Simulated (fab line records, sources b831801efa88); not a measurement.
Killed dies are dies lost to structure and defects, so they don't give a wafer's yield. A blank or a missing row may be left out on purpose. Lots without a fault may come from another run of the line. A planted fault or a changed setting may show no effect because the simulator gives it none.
Which tool did it? | flow gf180mcu | 6 lots, 18 wafers sampled, at 3 steps of a route of 602

WHAT THE GAUGES READ, wafer by wafer
GF_V5_CD_MEAS_14: target cd 260 nm.
lot  | measured     | on        | cd_nm (nm)
L756 | day 27 16:18 | cd_sem-02 | 259.0 260.1 258.3
L759 | day 28 15:10 | cd_sem-01 | 259.2 258.3 258.3
L761 | day 29 06:49 | cd_sem-01 | 259.5 260.0 259.9
L767 | day 30 23:56 | cd_sem-02 | 259.9 259.6 261.1
L769 | day 31 11:10 | cd_sem-02 | 260.1 259.2 259.0
L776 | day 33 04:06 | cd_sem-01 | 258.6 258.8 258.7

WHICH TOOL RAN EACH LOT (tool, then ch and the chambers of the sampled wafers, then the start)
lot  | GF_V2_CVD_02                    | GF_V5_CVD_02
L756 | pecvd-01 ch 1,2, day 19 22:06   | pecvd-02 ch 0,1, day 26 20:14
L759 | pecvd-01 ch 0,2, day 21 00:07   | pecvd-03 ch 0,2, day 27 18:16
L761 | pecvd-01 ch 0,1,2, day 21 16:29 | pecvd-03 ch 0,2, day 28 10:18
L767 | pecvd-02 ch 1,2, day 23 19:32   | pecvd-02 ch 0,2, day 30 05:05
L769 | pecvd-01 ch 0,1, day 24 09:28   | pecvd-01 ch 1,2, day 30 16:51
L776 | pecvd-02 ch 0,2, day 26 13:03   | pecvd-01 ch 0,1,2, day 32 11:35
- GF_V2_CVD_02: deposits SiO2 from TEOS, target thk 850 nm, time 94.851 s.
- GF_V5_CVD_02: deposits SiO2 from TEOS, target thk 1450 nm, time 163.28 s.

THE ANSWER, worked out from the rows above alone
Rule: what is usual is taken from the lots themselves. Put in order of their means at a reading, lots are off if they are a third of the lots or fewer, leave a main group of 4 or more, and stand apart from it by a gap of 3 or more times the standard deviation of the main group's means; of several such gaps the widest counts. A main group whose means are all the same, to the digits that the tables above print for the reading, isn't used. A lot without any number at a reading at which 4 lots or more have one is off too. The other lots that the step has rows for count as sound.
No lot is off at any reading shown: from this, nothing can be told.

WHAT THE SIMULATOR HAD PUT IN
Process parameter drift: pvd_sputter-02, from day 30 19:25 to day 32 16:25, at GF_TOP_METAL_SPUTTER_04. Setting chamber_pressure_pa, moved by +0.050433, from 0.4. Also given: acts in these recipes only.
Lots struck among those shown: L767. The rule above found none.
